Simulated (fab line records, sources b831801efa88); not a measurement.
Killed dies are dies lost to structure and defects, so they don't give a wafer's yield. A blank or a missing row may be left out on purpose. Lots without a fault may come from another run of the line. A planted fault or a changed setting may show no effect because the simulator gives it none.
One fault seen from 2 desks | flow sky130 | each desk has only its own numbers; what lay behind them comes last

THE METROLOGY DESK
What the gauges read, lot by lot, whatever tool the lot ran on: means of the sampled wafers that have a number. A lot is out of limits, marked OUT, if its mean lies more than 4 standard deviations from the usual mean; the brackets give that distance.
Columns: A = NWELL_RS at SKY_NWELL_RS_MEAS_29, usual 624.8 ohm/sq; B = VT_ADJUST_HVTP_TW at SKY_VT_ADJUST_HVTP_TW_MEAS_11, usual 1350; C = VT_ADJUST_LVTN_OVL at SKY_VT_ADJUST_LVTN_OVL_MEAS_07, usual 0.8 nm
lot  | first seen here | A     | B    | C
L659 | day 5 18:11     | 625.0 | 1327 | 0.1
L661 | day 6 02:13     | 625.9 | 1363 | -0.8
L663 | day 6 16:11     | 625.0 | 1329 | 2.9
L664 | day 6 23:22     | 623.9 | 1345 | -0.2
L665 | day 7 01:20     | 623.5 | 1362 | -0.2
L667 | day 7 12:34     | 627.2 | 1346 | 1.2
L668 | day 7 18:44     | 625.5 | 1342 | 1.7
L669 | day 7 23:57     | 625.3 | 1342 | 1.1
L671 | day 8 11:26     | 623.8 | 1373 | -1.1
L672 | day 8 18:22     | 626.1 | 1382 | 1.6
L675 | day 9 18:55     | 624.9 | 1349 | -0.2
L677 | day 10 11:07    | 624.4 | 1343 | 1.6
L678 | day 10 15:07    | 624.6 | 1367 | -0.5
L681 | day 11 06:56    | 624.1 | 1359 | 0.3
This desk's finding: nothing out of limits on any of the 14 lots.

THE TOOL OWNER'S DESK: implanter-03
The tool's own readings at SKY_VT_ADJUST_HVTP_IMPLANT_09: means of the sampled wafers that have a number, for each lot that ran on this tool. A lot is out of limits, marked OUT, if its mean lies more than 4 standard deviations from the usual mean; the brackets give that distance.
Columns: A = beam_energy_keV at SKY_VT_ADJUST_HVTP_IMPLANT_09, usual 149.99
lot  | first seen here | A
L664 | day 7 19:23     | 150.04
L665 | day 7 21:14     | 150.02
L669 | day 8 20:13     | 149.98
L671 | day 9 08:25     | 156.25 (+99 or more) OUT
L672 | day 9 14:36     | 156.23 (+99 or more) OUT
L681 | day 12 07:30    | 149.99
This desk's finding: out of limits on L671, L672; first on L671, day 9 08:25 (beam_energy_keV at SKY_VT_ADJUST_HVTP_IMPLANT_09). In limits: L664, L665, L669, L681.

PUT TOGETHER
The tool owner's desk could have raised an alarm at day 9 08:25, on L671, L672.
The metrology desk saw nothing out of limits.
The metrology desk has L671, L672 on record, within its limits.
Of the lots named, all ran SKY_VT_ADJUST_HVTP_IMPLANT_09 on implanter-03.

WHAT THE SIMULATOR HAD PUT IN
Process parameter drift: implanter-03, from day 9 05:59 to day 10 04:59, at SKY_VT_ADJUST_HVTP_IMPLANT_09. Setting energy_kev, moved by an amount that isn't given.
Lots struck among those shown: L671, L672.
Hours from the fault's start to each desk's first reading out of limits: the tool owner's desk, 2.
